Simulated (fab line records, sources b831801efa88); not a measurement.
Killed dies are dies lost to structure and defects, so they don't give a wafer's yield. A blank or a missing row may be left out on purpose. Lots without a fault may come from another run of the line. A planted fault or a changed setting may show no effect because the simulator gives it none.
Which tool did it? | flow sky130 | 24 lots, 72 wafers sampled, at 4 steps of a route of 708

WHAT THE GAUGES READ, wafer by wafer
SKY_SD_N_RS_MEAS_18: measures by four-point-probe.
lot  | measured     | on            | RES_XHIGH_RS (ohm/sq)
L074 | day 27 16:59 | film_metro-03 | 333.7 334.2 334.2
L076 | day 28 18:12 | film_metro-01 | 333.4 332.3 333.1
L075 | day 28 21:06 | film_metro-01 | 333.5 334.2 333.9
L077 | day 29 01:56 | film_metro-02 | 334.1 333.9 333.8
L078 | day 29 02:43 | film_metro-02 | 336.6 335.2 334.1
L079 | day 29 18:00 | film_metro-02 | 332.3 332.7 333.8
L080 | day 30 05:40 | film_metro-03 | 335.1 334.4 334.8
L081 | day 30 12:56 | film_metro-02 | 332.3 332.0 335.0
L082 | day 30 18:47 | film_metro-01 | 334.8 333.7 333.7
L083 | day 31 07:32 | film_metro-03 | 332.7 333.0 333.5
L084 | day 31 13:18 | film_metro-03 | 332.8 333.0 333.4
L085 | day 32 03:10 | film_metro-01 | 334.5 335.3 334.1
L086 | day 32 10:48 | film_metro-03 | 332.9 333.5 333.8
L087 | day 32 12:50 | film_metro-01 | 333.5 334.1 334.2
L088 | day 32 20:14 | film_metro-01 | 333.9 333.5 333.5
L089 | day 32 23:34 | film_metro-03 | 334.2 332.9 334.8
L090 | day 33 10:47 | film_metro-02 | 333.2 332.3 331.8
L092 | day 33 19:52 | film_metro-03 | 333.5 333.2 334.1
L091 | day 34 00:21 | film_metro-03 | 333.2 333.1 334.4
L093 | day 34 16:10 | film_metro-02 | 334.4 332.1 334.2
L095 | day 34 17:01 | film_metro-03 | 335.1 331.3 333.6
L094 | day 35 02:24 | film_metro-03 | 333.2 332.4 332.7
L096 | day 35 08:49 | film_metro-03 | 332.7 332.8 331.1
L097 | day 35 12:16 | film_metro-03 | 331.4 331.5 331.3

SKY_CONTACT_THK_MEAS_26: measures by xrf.
lot  | measured     | on            | CONTACT_W_THK (nm)
L074 | day 31 10:55 | film_metro-03 | 344 345 337
L076 | day 32 09:54 | film_metro-03 | 343 354 342
L075 | day 32 12:51 | film_metro-02 | 333 341 332
L077 | day 32 16:29 | film_metro-04 | 337 341 343
L078 | day 32 18:04 | film_metro-02 | 332 337 334
L079 | day 33 09:02 | film_metro-04 | 336 339 329
L080 | day 33 19:54 | film_metro-04 | 336 335 336
L081 | day 34 02:39 | film_metro-02 | 339 340 334
L082 | day 34 07:59 | film_metro-03 | 345 335 342
L083 | day 34 20:52 | film_metro-02 | 336 347 345
L084 | day 35 02:25 | film_metro-04 | 342 342 345
L085 | day 35 15:28 | film_metro-04 | 346 342 346
L086 | day 35 23:44 | film_metro-02 | 337 329 332
L087 | day 36 00:59 | film_metro-03 | 343 346 350
L088 | day 36 09:26 | film_metro-03 | 339 342 341
L089 | day 36 11:49 | film_metro-04 | 342 350 350
L090 | day 36 22:04 | film_metro-02 | 336 340 335
L092 | day 37 07:02 | film_metro-03 | 341 341 342
L091 | day 37 12:16 | film_metro-04 | 346 348 347
L093 | day 38 03:25 | film_metro-03 | 347 346 344
L095 | day 38 04:26 | film_metro-04 | 344 343 348
L094 | day 38 14:07 | film_metro-04 | 342 343 345
L096 | day 38 19:54 | film_metro-03 | 347 350 342
L097 | day 38 23:56 | film_metro-02 | 332 338 332

SKY_VIA2_THK_MEAS_23: measures by xrf.
lot  | measured     | on            | VIA2_W_THK (nm)
L074 | day 36 02:29 | film_metro-02 | 397 403 404
L076 | day 36 23:48 | film_metro-03 | 426 424 427
L075 | day 37 05:45 | film_metro-03 | 430 431 426
L077 | day 37 09:22 | film_metro-02 | 420 421 407
L078 | day 37 10:00 | film_metro-04 | 425 420 420
L079 | day 37 23:38 | film_metro-02 | 425 426 421
L080 | day 38 11:21 | film_metro-03 | 438 420 439
L081 | day 38 17:11 | film_metro-04 | 439 437 429
L082 | day 38 22:59 | film_metro-02 | 429 422 413
L083 | day 39 10:41 | film_metro-04 | 412 428 424
L084 | day 39 17:19 | film_metro-03 | 415 412 423
L085 | day 40 03:39 | film_metro-04 | 427 415 420
L086 | day 40 12:06 | film_metro-04 | 428 413 422
L087 | day 40 12:28 | film_metro-02 | 422 427 419
L088 | day 40 20:15 | film_metro-02 | 417 413 416
L089 | day 40 23:31 | film_metro-04 | 421 418 423
L090 | day 41 09:31 | film_metro-03 | 423 426 421
L092 | day 41 17:01 | film_metro-04 | 404 406 409
L091 | day 41 21:27 | film_metro-03 | 421 421 419
L093 | day 42 10:51 | film_metro-03 | 426 423 424
L095 | day 42 13:01 | film_metro-04 | 409 406 409
L094 | day 42 20:53 | film_metro-02 | 426 426 429
L096 | day 43 03:34 | film_metro-04 | 413 407 410
L097 | day 43 05:54 | film_metro-04 | 405 413 404

WHICH TOOL RAN EACH LOT (tool, then ch and the chambers of the sampled wafers, then the start)
lot  | SKY_METAL2_DESCUM_17
L074 | rie_metal-04 ch 1, day 34 22:02
L076 | rie_metal-02 ch 0,1, day 35 19:53
L075 | rie_metal-04 ch 0, day 36 00:17
L077 | rie_metal-04 ch 0, day 36 03:50
L078 | rie_metal-02 ch 0,1, day 36 05:20
L079 | rie_metal-02 ch 0,1, day 36 19:08
L080 | rie_metal-03 ch 0, day 37 07:05
L081 | rie_metal-03 ch 0, day 37 12:48
L082 | rie_metal-02 ch 0,1, day 37 18:26
L083 | rie_metal-03 ch 0, day 38 06:35
L084 | rie_metal-02 ch 0,1, day 38 13:40
L085 | rie_metal-03 ch 0,1, day 39 00:26
L086 | rie_metal-04 ch 0,1, day 39 08:29
L087 | rie_metal-03 ch 0,1, day 39 09:17
L088 | rie_metal-04 ch 0,1, day 39 17:05
L089 | rie_metal-03 ch 0,1, day 39 20:26
L090 | rie_metal-02 ch 0,1, day 40 06:20
L092 | rie_metal-04 ch 1, day 40 14:29
L091 | rie_metal-03 ch 0,1, day 40 18:59
L093 | rie_metal-02 ch 0,1, day 41 08:17
L095 | rie_metal-04 ch 0,1, day 41 11:08
L094 | rie_metal-04 ch 0, day 41 18:38
L096 | rie_metal-02 ch 0,1, day 42 00:38
L097 | rie_metal-04 ch 0,1, day 42 04:26
- SKY_METAL2_DESCUM_17: chemistry O2, time 8 s.

WHAT THE TOOLS THEMSELVES READ (means of the sampled wafers that have a number; where no wafer has one, the mark that the record gives instead)
SKY_METAL2_DESCUM_17.
lot  | tool         | drypump_motor_current_A (A) | oes_product_au (a.u.) | temp_c (C)
L074 | rie_metal-04 | 5.3                         | 0.995                 | 40.08
L076 | rie_metal-02 | 5.3                         | 0.996                 | 40.02
L075 | rie_metal-04 | 6.3                         | 0.991                 | 40.07
L077 | rie_metal-04 | 6.3                         | 0.990                 | 40.05
L078 | rie_metal-02 | 5.3                         | 0.996                 | 39.91
L079 | rie_metal-02 | 5.5                         | 0.991                 | 40.07
L080 | rie_metal-03 | 6.8                         | 0.996                 | 40.07
L081 | rie_metal-03 | 6.8                         | 1.002                 | 40.10
L082 | rie_metal-02 | 5.5                         | 1.008                 | 40.12
L083 | rie_metal-03 | 6.8                         | 0.997                 | 40.01
L084 | rie_metal-02 | 5.3                         | 0.994                 | 40.06
L085 | rie_metal-03 | 6.3                         | 0.997                 | 40.05
L086 | rie_metal-04 | 6.0                         | 0.991                 | 40.09
L087 | rie_metal-03 | 6.4                         | 1.006                 | 40.11
L088 | rie_metal-04 | 6.0                         | 0.986                 | 40.03
L089 | rie_metal-03 | 5.9                         | 1.000                 | 40.05
L090 | rie_metal-02 | 5.3                         | 0.997                 | 40.05
L092 | rie_metal-04 | 5.3                         | 1.015                 | 39.99
L091 | rie_metal-03 | 6.4                         | 1.007                 | 40.14
L093 | rie_metal-02 | 5.3                         | 0.995                 | 39.97
L095 | rie_metal-04 | 5.6                         | 0.985                 | 39.97
L094 | rie_metal-04 | 6.3                         | 0.984                 | 39.92
L096 | rie_metal-02 | 5.3                         | 1.004                 | 39.94
L097 | rie_metal-04 | 5.6                         | 1.000                 | 40.02

THE ANSWER, worked out from the rows above alone
Rule: what is usual is taken from the lots themselves. Put in order of their means at a reading, lots are off if they are a third of the lots or fewer, leave a main group of 4 or more, and stand apart from it by a gap of 3 or more times the standard deviation of the main group's means; of several such gaps the widest counts. A main group whose means are all the same, to the digits that the tables above print for the reading, isn't used. A lot without any number at a reading at which 4 lots or more have one is off too. The other lots that the step has rows for count as sound. The gauges are gone through in route order, then the tools' own readings, and for those a lot's mean is taken as printed above. The first step at which some lot is off is used, and at that step the reading that is off furthest; a lot without a number counts as furthest.
No lot is off at any reading shown: from this, nothing can be told.

WHAT THE SIMULATOR HAD PUT IN
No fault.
